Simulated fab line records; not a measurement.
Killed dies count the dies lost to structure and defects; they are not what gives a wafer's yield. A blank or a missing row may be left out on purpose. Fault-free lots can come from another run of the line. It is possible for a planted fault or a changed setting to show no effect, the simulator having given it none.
fab line records    flow gf180mcu
record lots=6  wafers=18  lastDay=34
route steps=602 shown M3@428 V3@429
lots untouched by any fault: they come from a run of this same line in which no faults occurred
startH: the number of hours between the record's first day and the start of the first shown wafer of the lot    waitH: hours from the lot's prior step to this one    " as in the row above    L1.1+2: several wafers, shown together as one row    - no value present, or no start provided    * or withheld: withheld    < > ~ a bound
route shown NAME@n: NAME is a module with steps in the file, n the number in the route of the first one    usual: mean/standard deviation taken from wafers without a fault    same: alike in all rows    chamber/n: place in a boat    sites: each site's reading    _std_site: standard deviation of those values    _edge_site: the outer-site mean with the inner-site mean subtracted    radiusMm: how far each site lies from the wafer's centre    mask NAME#n: copy n    behind: tool/chamber where the wafer was last shaped    hold: why the lot was held/for how many hours/how that ended    device: whichever transistor did not switch (one of n, p or np)    end of line: at the end of the route, the tests of the same wafers    step lacking rows: just its recipe    killed: not the wafer's yield, but the dies lost to structure and defects at the first sort    map: per-die view of a wafer (x killed, . not killed, _ where there is no die)
set.NAME: the setting that was run; set.NAME@STEP: the one run at that earlier step    model.NAME: the simulator's own value behind a step, which no gauge read
lots seen at some steps along the route; tables by step, rows by wafer
services: when a tool's chamber went out of use (startH, in hours from the record's first day, below 0 if earlier), for how many hours, and the reason
## steps
# step GF_M3_CLEAN_19
# recipe chemistry=DIW  dry=n2Spin
# step GF_V3_CVD_00
# recipe material=SiO2  targetThkNm=600  sigmaOpenFrac=0.3  tempC=400  timeS=100  sih4FlowSccm=58.14  pressureMtorr=6
# step GF_V3_THK_MEAS_01
# recipe reads=SiO2_of_V3_CVD_00
# usual V3_CVD_00_THK=580/6.4
lot.wafer  tool          chamber  startH  waitH  V3_CVD_00_THK[nm]
L131.1     filmMetro-04  -        515.52  0.0    575
L131.3     "             -        "       "      567
L131.5     "             -        "       "      573
L139.1     filmMetro-02  -        597.06  0.0    588
L139.4     "             -        "       "      585
L139.5     "             -        "       "      587
L141.1     filmMetro-01  -        605.72  0.0    592
L141.2     "             -        "       "      583
L141.4     "             -        "       "      577
L147.1     filmMetro-01  -        642.32  0.0    590
L147.5     "             -        "       "      582
L147.6     "             -        "       "      583
L150.1     filmMetro-04  -        663.25  0.0    594
L150.5     "             -        "       "      584
L150.6     "             -        "       "      588
L151.2     filmMetro-01  -        671.00  0.1    577
L151.5     "             -        "       "      581
L151.6     "             -        "       "      575
# step GF_V3_CVD_02
# recipe material=SiO2  targetThkNm=850  precursor=TEOS  tempC=400  timeS=94.851  rfW=600
# usual heaterPowerW=696/85
lot.wafer  tool      chamber  startH  waitH  heaterPowerW
L131.1     pecvd-04  0        515.58  0.1    616
L131.3     "         1        "       "      655
L131.5     "         1        "       "      689
L139.1     pecvd-03  1        597.12  0.1    846
L139.4     "         1        "       "      664
L139.5     "         2        "       "      627
L141.1     pecvd-04  2        605.78  0.1    924
L141.2     "         0        "       "      681
L141.4     "         0        "       "      536
L147.1     pecvd-04  2        642.38  0.1    785
L147.5     "         2        "       "      838
L147.6     "         1        "       "      671
L150.1     pecvd-03  1        663.31  0.1    696
L150.5     "         0        "       "      749
L150.6     "         2        "       "      772
L151.2     pecvd-04  0        671.05  0.0    651
L151.5     "         1        "       "      643
L151.6     "         2        "       "      844
# step GF_V3_THK_MEAS_03
# recipe reads=SiO2_of_V3_CVD_02
# usual V3_CVD_02_THK=850/11
lot.wafer  tool          chamber  startH  waitH  V3_CVD_02_THK[nm]
L131.1     filmMetro-02  -        515.65  0.0    838
L131.3     "             -        "       "      850
L131.5     "             -        "       "      860
L139.1     filmMetro-04  -        597.18  0.0    842
L139.4     "             -        "       "      864
L139.5     "             -        "       "      866
L141.1     filmMetro-02  -        605.85  0.0    828
L141.2     "             -        "       "      822
L141.4     "             -        "       "      837
L147.1     filmMetro-02  -        642.45  0.0    834
L147.5     "             -        "       "      845
L147.6     "             -        "       "      845
L150.1     filmMetro-01  -        663.38  0.0    833
L150.5     "             -        "       "      857
L150.6     "             -        "       "      862
L151.2     filmMetro-02  -        671.13  0.0    834
L151.5     "             -        "       "      837
L151.6     "             -        "       "      853
# step GF_V3_CMP_04
# recipe material=SiO2  downForcePsi=4  platenRpm=60  padVelocityMS=0.94248
# usual edgeZonePressureFrac=1.000/0.0046  motorCurrentA=12.2/0.97  slurryFlowMlMin=150.0/0.49  timeToEndpointS=79/5.6
lot.wafer  tool    chamber  startH  waitH  edgeZonePressureFrac  motorCurrentA  slurryFlowMlMin  timeToEndpointS
L131.3     cmp-01  0        515.71  0.0    1.002                 12.8           149.7            76
L131.1     "       2        "       "      1.001                 12.6           150.0            75
L131.5     "       0        "       "      1.004                 11.6           150.3            79
L139.4     cmp-01  1        597.24  0.0    1.001                 13.1           150.2            84
L139.1     "       2        "       "      1.004                 12.0           150.2            80
L139.5     "       2        "       "      1.006                 12.7           150.2            87
L141.2     cmp-01  0        605.91  0.0    1.003                 12.9           150.2            70
L141.1     "       2        "       "      1.004                 12.4           149.8            73
L141.4     "       3        "       "      1.008                 12.6           150.2            73
L147.1     cmp-02  0        642.51  0.1    0.992                 11.2           149.7            73
L147.5     "       0        "       "      0.997                 11.8           151.0            78
L147.6     "       1        "       "      1.005                 11.0           150.6            76
L150.1     cmp-02  3        663.59  0.2    0.998                 10.7           149.7            70
L150.6     "       0        "       "      1.003                 11.3           149.3            83
L150.5     "       1        "       "      0.994                 11.4           150.4            76
L151.2     cmp-02  2        671.18  0.0    1.005                 11.6           149.7            73
L151.6     "       2        "       "      0.997                 11.2           149.3            78
L151.5     "       3        "       "      1.005                 10.9           150.6            71
# step GF_V3_BOW_MEAS_05
# recipe mode=bow
# usual V3_BOW=115/9.9
lot.wafer  tool          chamber  startH  waitH  V3_BOW[um]
L131.1     filmMetro-02  -        516.01  0.1    120
L131.3     "             -        "       "      107
L131.5     "             -        "       "      114
L139.1     filmMetro-02  -        597.54  0.2    112
L139.4     "             -        "       "      121
L139.5     "             -        "       "      134
L141.1     filmMetro-02  -        606.21  0.1    121
L141.2     "             -        "       "      122
L141.4     "             -        "       "      119
L147.1     filmMetro-01  -        642.81  0.2    93
L147.5     "             -        "       "      101
L147.6     "             -        "       "      99
L150.1     filmMetro-04  -        663.74  0.1    116
L150.5     "             -        "       "      134
L150.6     "             -        "       "      127
L151.2     filmMetro-04  -        671.50  0.3    115
L151.5     "             -        "       "      111
L151.6     "             -        "       "      120
# step GF_V3_DEHYDRATE_06
# recipe tempC=200  timeS=60
# step GF_V3_HMDS_07
# recipe primeTimeS=60  primeTempC=120
# step GF_V3_COAT_08
# recipe resist=BARC  tempC=withheld  timeS=withheld  spinRpm=withheld  resistThkNm=withheld
# step GF_V3_COAT_09
# recipe resist=KrF  spinRpm=withheld  resistThkNm=1000
# step GF_V3_SOFTBAKE_10
# recipe tempC=130  timeS=60  resist=KrF
# step GF_V3_EXPOSE_11
# recipe maskId=Via3  targetCdNm=260  na=0.68  sourceShape=conventional  sigmaOuter=0.6  doseMj=38
# usual exposureDoseMJCm2=37.94/0.038  focusOffsetNm=0.1/0.51  na=0.68/0
lot.wafer  tool           chamber  startH  waitH  mask    exposureDoseMJCm2  focusOffsetNm  na
L131.1     krfScanner-02  0        527.16  -      Via3#0  37.96              -0.4           0.68
L131.3     "              0        "       "      Via3#0  38.03              -0.3           0.68
L131.5     "              0        "       "      Via3#0  37.97              -0.7           0.68
L139.1     krfScanner-01  -        608.11  -      Via3#0  -                  -              -
L139.4     "              -        "       "      Via3#0  -                  -              -
L139.5     "              -        "       "      Via3#0  -                  -              -
L141.1     krfScanner-01  -        616.31  -      Via3#0  -                  -              -
L141.2     "              -        "       "      Via3#0  -                  -              -
L141.4     "              -        "       "      Via3#0  -                  -              -
L147.1     krfScanner-01  0        652.88  -      Via3#0  37.91              -0.4           0.68
L147.5     "              0        "       "      Via3#0  37.92              -0.2           0.68
L147.6     "              0        "       "      Via3#0  37.91              -0.3           0.68
L150.1     krfScanner-01  0        673.84  -      Via3#0  37.88              -0.2           0.68
L150.5     "              0        "       "      Via3#0  37.95              0.6            0.68
L150.6     "              0        "       "      Via3#0  37.85              0.9            0.68
L151.2     krfScanner-01  0        680.53  -      Via3#0  37.87              -0.5           0.68
L151.5     "              0        "       "      Via3#0  37.88              -1.2           0.68
L151.6     "              0        "       "      Via3#0  37.89              -1.1           0.68
# step GF_V3_PEB_12
# recipe pebTempC=135  pebTimeS=90  resist=KrF
## services
tool           chamber  startH  hours  kind
cmp-02         -        494.69  7.8    pm
krfScanner-02  -        505.62  1.0    pm
krfScanner-02  -        509.51  0.1    repair
pecvd-03       0        510.63  5.6    repair
krfScanner-01  -        539.38  1.0    pm
krfScanner-02  -        540.38  1.3    pm
krfScanner-01  -        541.68  1.3    pm
krfScanner-01  -        542.98  0.8    pm
pecvd-03       -        545.18  1.1    repair
cmp-02         -        552.77  3.3    repair
pecvd-04       -        565.73  6.0    pm
cmp-02         -        572.11  4.0    pm
krfScanner-02  -        573.22  0.8    pm
krfScanner-01  -        583.66  0.8    repair
cmp-01         -        590.07  4.4    repair
cmp-01         -        591.91  0.6    repair
krfScanner-01  -        598.82  0.4    repair
cmp-01         -        608.55  9.3    pm
cmp-02         -        617.88  7.0    pm
pecvd-04       -        625.44  5.5    pm
krfScanner-01  -        644.26  0.8    repair
krfScanner-01  -        653.00  1.0    pm
krfScanner-01  -        663.29  4.4    pm
krfScanner-01  -        678.55  1.3    pm
## key
firstSign step=GF_V3_EXPOSE_11  reading=toolRecord  direction=missing
effect none on later readings
metAt GF_V3_EXPOSE_11
struckWafers L139.1,L139.4,L139.5,L141.1,L141.2,L141.4
laterRowsLeftOut L139.1,L139.4,L139.5,L141.1,L141.2,L141.4
sortLeftOut L139.1,L139.4,L139.5,L141.1,L141.2,L141.4
fault kind=skippedStepWhole  tool=krfScanner-01  chamber=-  onsetH=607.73  steps=GF_V3_EXPOSE_11  scope=struckLotsOnly
# sortLeftOut: the simulated sort isn't trusted on such a fault, so these wafers' sort isn't shown, and their yield isn't known
# laterRowsLeftOut: the simulator's readings of these wafers behind a module that went badly wrong aren't trusted and aren't shown, but for the sort
